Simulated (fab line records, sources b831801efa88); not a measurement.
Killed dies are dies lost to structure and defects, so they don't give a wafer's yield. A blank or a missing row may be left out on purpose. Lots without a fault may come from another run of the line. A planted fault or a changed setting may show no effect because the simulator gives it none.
A struck lot beside a sound one | flow sky130 | 18 steps out of a route of 708
Sound: wafers L191.2, L191.4, L191.6. Struck: wafers L199.2, L199.3, L199.5. The cause comes at the end.
At each step with rows: each side's tool, then ch and its chambers, then its first start. Under that, the readings that differ: sound wafers | struck wafers | difference of the means | sigmas: that difference in standard deviations of wafers without a fault.
alike: readings whose means differ by less than 2 such deviations, and words and numbers that are the same on both sides. not compared: withheld readings, readings that some wafer has no value for, bounds like >300 that may hide the same value, and numbers for which the record gives no deviation and whose values overlap.
The two part at a step that has a row with sigmas, a row that says differs or no value, or rows on one side only. Numbers that don't overlap but have no deviation are shown without sigmas and don't part them. A reading that every wafer of one side lacks parts them only if that side has two wafers or more.

first, 5 steps without rows for these wafers: SKY_VIA4_COAT_06 (resist thk 1140 nm); SKY_VIA4_SOFTBAKE_07 (time 60 s); SKY_VIA4_EXPOSE_08 (exposes mask VIM4, target cd 800 nm); SKY_VIA4_PEB_09; SKY_VIA4_DEVELOP_10 (develop time 60 s).
SKY_VIA4_OVL_MEAS_11:
  sound on overlay-01, day 43 04:07; struck on overlay-01, day 45 07:26
  alike: VIA4_OVL
SKY_VIA4_ETCH_12: etches SiO2 in C4F8/O2/Ar, stops on TiN, target depth 580 nm.
  sound on rie_diel-01 ch 1,2,3, day 43 04:09; struck on rie_diel-04 ch 1,3, day 45 07:28
  alike: bias_w, oes_product_au
SKY_VIA4_STRIP_13: strips in O2/N2.
  sound on plasma_asher-01 ch 0,1, day 43 04:13; struck on plasma_asher-04 ch 0,1, day 45 07:32
  alike: drypump_motor_current_A, oes_product_au, strip_time_to_endpoint_s
  not compared: rf_hours_counter_h
then, 3 steps without rows for these wafers: SKY_VIA4_STRIP_14 (strips in post etch residue remover, time 1200 s); SKY_VIA4_CLEAN_15 (cleans in IPA, time 180 s); SKY_VIA4_CLEAN_16 (cleans in O3/DIW).
SKY_VIA4_SPUTTER_17: material TiN, target thk 20 nm, time 80 s.
  sound on pvd_sputter-03, day 43 04:49; struck on pvd_sputter-02, day 45 08:10
  alike: throttle_valve_pct
SKY_VIA4_CVD_18: deposits W, target thk 505 nm, time 152.14 s.
  sound on cvd_w-02 ch 0, day 43 04:53; struck on cvd_w-02 ch 0,1, day 45 08:14
  reading                            | sound                | struck               | difference | sigmas
  susceptor_temp_C (C)               | 399.80 399.46 399.50 | 387.46 387.44 387.45 | -12.14     | -61
  model.W_of_VIA4_CVD_18.thk_nm (nm) | 515.8 512.8 511      | 403.5 396.8 400.3    | -113.0     |
  alike: heater_power_w
SKY_VIA4_RS_MEAS_19: measures by four-point-probe.
  sound on film_metro-04, day 43 05:03; struck on film_metro-04, day 45 08:24
  reading            | sound                | struck               | difference | sigmas
  VIA4_W_RS (ohm/sq) | 0.2217 0.2230 0.2241 | 0.2840 0.2885 0.2859 | +0.0632    | +33
SKY_VIA4_THK_MEAS_20: measures by xrf.
  sound on film_metro-04, day 43 05:10; struck on film_metro-04, day 45 08:31
  reading         | sound       | struck      | difference | sigmas
  VIA4_W_THK (nm) | 515 509 511 | 398 394 397 | -115       | -19
SKY_VIA4_CMP_21: polishes, stops on SiO2, t overpolish 25 s, target thk 0 nm.
  sound on cmp-01 ch 2,3, day 43 05:13; struck on cmp-02 ch 0,1,3, day 45 08:37
  reading                | sound       | struck     | difference | sigmas
  time_to_endpoint_s (s) | 132 124 129 | 101 98 107 | -26        | -5
  alike: head_pressure_psi, motor_current_A, slurry_filter_dp_kPa, slurry_flow_ml_min
SKY_METAL5_SPUTTER_00: material Ti, target thk 15 nm, time 10 s.
  sound on pvd_sputter-04, day 43 05:31; struck on pvd_sputter-04, day 45 08:52
  alike: throttle_valve_pct
then, 1 step without rows for these wafers: SKY_PAD_OPEN_PROBE_99.

WHERE THEY PART
First at SKY_VIA4_CVD_18; last, within this record, at SKY_VIA4_CMP_21. Later steps at which nothing parts them and some readings are alike: SKY_METAL5_SPUTTER_00.

WHY: what the simulator had put in
Process parameter drift: cvd_w-02, from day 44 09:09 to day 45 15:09, at SKY_VIA4_CVD_18. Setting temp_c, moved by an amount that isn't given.
